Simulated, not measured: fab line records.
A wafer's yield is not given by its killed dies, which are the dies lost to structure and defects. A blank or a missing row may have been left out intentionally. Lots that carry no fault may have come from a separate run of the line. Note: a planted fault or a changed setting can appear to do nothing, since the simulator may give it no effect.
Split-lot study | flow gf180mcu | route with 602 steps; 5 lots, 23 wafers read

== SPLIT DETAILS ==
At GF_V1_CMP_04 (polishes SiO2), the setting leaveAboveRefNm was moved away from the recipe's 632.5 nm on 6 of the 23 wafers read, by -2.5% to +5.4%. All remaining wafers had this setting at the recipe value.

The reading comes from the split's own step.

== THE READING ==
SiO2_of_V1_CVD_02.thkNm (the simulator's own value, which no gauge read), in nm, at GF_V1_CMP_04 (polishes SiO2). No usual value for it is given in the file. Average 633.1 nm, standard deviation 0.98 nm, over the 17 wafers here run with the recipe.

wafer  | tool, chamber at the split | leaveAboveRefNm as run, nm | against the recipe | SiO2_of_V1_CVD_02.thkNm, nm | against lot-mates on the recipe
L080.2 | cmp-02, 0,2                | 632.5                      | recipe             | 633.2                       | -
L080.3 | cmp-02, 0,2                | 632.5                      | recipe             | 633.2                       | -
L080.1 | cmp-02, 1                  | 632.5                      | recipe             | 633                         | -
L080.5 | cmp-02, 0                  | 666.8                      | +5.4%              | 666.9                       | +33.8
L080.6 | cmp-02, 1                  | 666.8                      | +5.4%              | 667.8                       | +34.7
L082.3 | cmp-01, 3                  | 656.1                      | +3.7%              | 657.1                       | +24.7
L082.4 | cmp-01, 0                  | 632.5                      | recipe             | 632.6                       | -
L082.1 | cmp-01, 2                  | 632.5                      | recipe             | 631.8                       | -
L082.6 | cmp-01, 3                  | 656.1                      | +3.7%              | 658.2                       | +25.8
L082.5 | cmp-01, 0                  | 632.5                      | recipe             | 632.9                       | -
L083.4 | cmp-01, 3                  | 632.5                      | recipe             | 633.8                       | -
L083.3 | cmp-01, 0                  | 616.4                      | -2.5%              | 617                         | -16.9
L083.2 | cmp-01, 1                  | 632.5                      | recipe             | 633.1                       | -
L083.5 | cmp-01, 3                  | 632.5                      | recipe             | 634.7                       | -
L083.6 | cmp-01, 0                  | 616.4                      | -2.5%              | 616.2                       | -17.7
L084.3 | cmp-01, 2                  | 632.5                      | recipe             | 631.7                       | -
L084.4 | cmp-01, 3                  | 632.5                      | recipe             | 633.8                       | -
L084.6 | cmp-01, 0                  | 632.5                      | recipe             | 631.9                       | -
L085.3 | cmp-01, 2                  | 632.5                      | recipe             | 631.5                       | -
L085.4 | cmp-01, 3                  | 632.5                      | recipe             | 633.6                       | -
L085.2 | cmp-01, 1                  | 632.5                      | recipe             | 633.2                       | -
L085.6 | cmp-01, 2                  | 632.5                      | recipe             | 632.7                       | -
L085.5 | cmp-01, 3                  | 632.5                      | recipe             | 635.2                       | -
If several chambers appear in one row, that row covers several wafers at once and the file leaves open which wafer was in which chamber.

THE FIT
A straight line over all 23 wafers: SiO2_of_V1_CVD_02.thkNm changes by +6.42 nm for each +1% of leaveAboveRefNm; r = +1.00; the points scatter about the line by 0.95 nm.
The same after taking each lot's own level away (the mean of its wafers on the recipe; 23 wafers): +6.51 nm for each +1%; r = +1.00; scatter 0.93 nm.
On that fit, the largest move of leaveAboveRefNm shifts the reading by 35 nm.
From 632.43 to 633.87 nm: that is the span of the lots' own levels, equal to 1.5 times the standard deviation above.
The two slopes agree, so the slope changes little with the lot-to-lot level.
Check: with one of the wafers moved furthest among these (+5.4%) left out of the fit, the line predicts +35.8 nm for it against its lot-mates. Against them it came out at +33.8 nm.

== THE OTHER SPLITS THESE WAFERS WENT THROUGH ==
Note: prior to the reading, these wafers also went through further splits. Each is held against what the fit with the lots' levels taken away leaves over:
other split on the same wafers     | wafers away from the commonest value | r with SiO2_of_V1_CVD_02.thkNm (lot level and that fit taken away)
GF_HV_LDD_IMPLANT_21 doseCm2       | 5                                    | +0.15
GF_HV_LDD_IMPLANT_48 doseCm2       | 5                                    | +0.08
GF_HV_LDD_CVD_56 timeS             | 15                                   | +0.16
GF_NSD_IMPLANT_10 doseCm2          | 10                                   | +0.25
GF_SAB_COAT_04 spinRpm             | 10                                   | -0.07
GF_SALICIDE_SPUTTER_03 powerW      | 8                                    | +0.03
GF_CONTACT_CVD_00 sih4FlowSccm     | 11                                   | -0.22
GF_M1_SPUTTER_00 chamberPressurePa | 18                                   | -0.18
GF_M1_SPUTTER_03 timeS             | 7                                    | -0.24

== THE FILE'S OWN FIT ==
SiO2_of_V1_CVD_02.thkNm changes by +6.5 nm for each +1% of leaveAboveRefNm, r = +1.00.
